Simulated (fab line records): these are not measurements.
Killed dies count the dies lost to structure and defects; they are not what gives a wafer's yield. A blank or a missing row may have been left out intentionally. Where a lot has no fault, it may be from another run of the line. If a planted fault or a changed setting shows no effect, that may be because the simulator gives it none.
Matching of chambers	flow sky130	4 sister chambers for SKY_PASSIVATION_ETCH_11 on rie-diel-02
The step etches the open film in CF4/O2, stops on AlCu, target depth 725 nm, time 161.1 s. 14 wafers are shown with their chamber, then 7 later ones without.

## EACH WAFER AND ITS CHAMBER
wafer	chamber	drypump-motor-current-A (A)	oes-product-au (a.u.)	throttle-valve-pct (%)
L186.2	0	5.1	0.970	5.961
L186.3	2	5.8	0.976	5.973
L186.5	3	5.7	0.982	5.964
L189.1	3	5.7	0.974	5.969
L189.3	1	5.7	0.971	5.957
L189.6	1	5.7	0.984	5.965
L195.1	1	5.7	0.972	5.957
L195.4	3	5.7	0.976	5.970
L195.6	0	5.2	0.994	5.956
L196.3	2	5.7	0.971	5.955
L196.4	0	5.1	0.989	5.969
L196.6	1	5.7	0.972	5.967
L206.1	0	5.1	0.972	5.967
L206.2	3	5.7	0.972	5.962

SIGNATURES (averages over the wafers above)
reading	chamber 0	chamber 1	chamber 2	chamber 3	scatter within a chamber
drypump-motor-current-A	5.125	5.700	5.750	5.700	0.0354
oes-product-au	0.98125	0.97475	0.97350	0.97600	0.00786
throttle-valve-pct	5.96325	5.96150	5.96400	5.96625	0.00628
Rule: for a wafer and a chamber, the distance is found by dividing, reading by reading, the gap between the wafer's reading and the chamber's mean by the reading's scatter, squaring, summing and taking the root. If the next closest chamber is less than 2 further off than the closest, the wafer can't be placed; otherwise it belongs to the closest. How the scatter is found: for the shown wafers, subtract from each reading the mean of its chamber, square and add these, divide the total by (wafers less chambers), then take the root.

## WAFERS WHOSE CHAMBER IS MISSING
wafer	drypump-motor-current-A (A)	oes-product-au (a.u.)	throttle-valve-pct (%)
L206.3	5.8	0.967	5.960
L207.3	5.8	0.976	5.973
L207.4	5.7	0.979	5.961
L207.5	5.1	0.993	5.983
L208.2	5.2	0.989	5.975
L208.4	5.8	0.986	5.973
L208.6	5.7	0.984	5.965

## CHAMBER TAKEN BY EACH
wafer	from the rows above	in truth
L206.3	can't be placed: 2 or 1 or 3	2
L207.3	can't be placed: 2 or 3 or 1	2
L207.4	can't be placed: 1 or 3 or 2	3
L207.5	0	0
L208.2	0	0
L208.4	can't be placed: 2 or 3 or 1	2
L208.6	can't be placed: 3 or 1 or 2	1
Correctly placed: 2 of 7. Unplaceable from these rows: 5, with the true chamber sitting among the candidates in 5. Placed wrongly: 0.
